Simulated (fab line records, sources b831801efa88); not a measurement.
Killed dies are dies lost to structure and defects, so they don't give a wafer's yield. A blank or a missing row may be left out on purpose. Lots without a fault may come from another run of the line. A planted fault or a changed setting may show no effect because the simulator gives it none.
Problem report in the 8D (eight disciplines) form, filled by code | flow sky130 | the parts of the form that need people (team, actions taken, sign-off) are left out

1. THE PROBLEM
POLY_GATE_OXIDATION_THK at SKY_POLY_GATE_THK_MEAS_21 reads a mean of 3.03 nm on 6 wafers of 2 lots; wafers without a fault read 4.02 nm with a standard deviation of 0.083. That is -12 standard deviations from the usual mean.
First seen on wafer L970.2, day 21 14:05, on film_metro-01. The record holds 33 wafers of 11 lots with a number at this step. Rule for "out", or "out of limits": more than 4 standard deviations from the usual mean. The other wafers with a number count as sound.

2. WHAT IT IS AND WHAT IT IS NOT
question                    | is                      | is not
which readings at this step | POLY_GATE_OXIDATION_THK | -
which lots                  | L970, L971              | L956, L959, L960, L962, L965, L966, L977, L978, L979
which wafers of those lots  | all that have a number  | -
read on which gauges        | film_metro-01           | film_metro-02, film_metro-03
when                        | from day 21 14:05       | up to then (18 sound wafers); but 9 sound wafers of L977, L978, L979 came after

3. SUSPECTS, AND WHAT RULES EACH OUT
Counting: a tool at a process step up to the reading stays a suspect if it ran every lot that is out and no sound lot after the first of them.
- the gauge at SKY_POLY_GATE_THK_MEAS_21: ruled out. All the wafers that are out were read on film_metro-01, but those of them that SKY_POLY_GATE_OXIDATION_20 has rows for are out there too, on other tools.
- furnace-02 at SKY_POLY_GATE_OXIDATION_20 (stabilise 600 s, purge 300 s, target thk 4 nm): ruled out as a lasting fault. Sound lots L978 ran on it after its first lot that is out, L970 (day 21 12:49).
Left after counting: nothing in the record.

4. THE CAUSE (what the simulator had put in)
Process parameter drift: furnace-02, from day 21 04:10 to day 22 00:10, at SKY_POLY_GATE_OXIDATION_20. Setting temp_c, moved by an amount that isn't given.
Counting ruled it out, wrongly: the rule takes a fault to strike every lot that its tool runs from its start on, and this one did not.

5. THE CHAIN OF EFFECTS, in route order
Each row: a reading whose mean over the struck wafers that have a number lies more than 3 standard deviations from the usual. Only readings for which the record gives a usual standard deviation are gone through. hours: the time from each lot's start at the first step in this table that gives one to its start at this step, as a median over the lots. sigmas: the change in usual standard deviations.
hours | step                       | reading                 | usual   | on struck wafers | change | sigmas
0     | SKY_POLY_GATE_OXIDATION_20 | spike_tc_bottom_C       | 871.3 C | 847.0            | -24.3  | -25
0     | SKY_POLY_GATE_OXIDATION_20 | spike_tc_centre_C       | 851.0 C | 827.3            | -23.7  | -17
0     | SKY_POLY_GATE_OXIDATION_20 | spike_tc_lower_C        | 850.0 C | 824.6            | -25.4  | -16
0     | SKY_POLY_GATE_OXIDATION_20 | spike_tc_top_C          | 862.4 C | 838.2            | -24.2  | -17
0     | SKY_POLY_GATE_OXIDATION_20 | spike_tc_upper_C        | 849.1 C | 825.0            | -24.1  | -20
0     | SKY_POLY_GATE_OXIDATION_20 | tube_center_temp_C      | 850 C   | 826              | -24    | -99 or more
0     | SKY_POLY_GATE_OXIDATION_20 | tube_center_temp_C_max  | 852.2   | 828.0            | -24.2  | -75
0     | SKY_POLY_GATE_OXIDATION_20 | zone_power_bottom_pct   | 25.0 %  | 23.0             | -2.0   | -3.1
0     | SKY_POLY_GATE_OXIDATION_20 | zone_power_top_pct      | 29.1 %  | 27.6             | -1.5   | -4.4
1     | SKY_POLY_GATE_THK_MEAS_21  | POLY_GATE_OXIDATION_THK | 4.02 nm | 3.03             | -0.99  | -12
The process steps in it:
- SKY_POLY_GATE_OXIDATION_20: stabilise 600 s, purge 300 s, target thk 4 nm.

6. WHAT WOULD HAVE CAUGHT IT SOONER
In this record the first reading out of limits at a measuring or inspecting step was taken at day 21 14:05, 10 hours after the fault began at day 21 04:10.
The tool's own readings at SKY_POLY_GATE_OXIDATION_20 were out on every struck wafer that the step has a row for (spike_tc_bottom_C, spike_tc_centre_C, spike_tc_lower_C, spike_tc_top_C, spike_tc_upper_C, tube_center_temp_C, tube_center_temp_C_max): an alarm limit on them would have fired on the first of those.
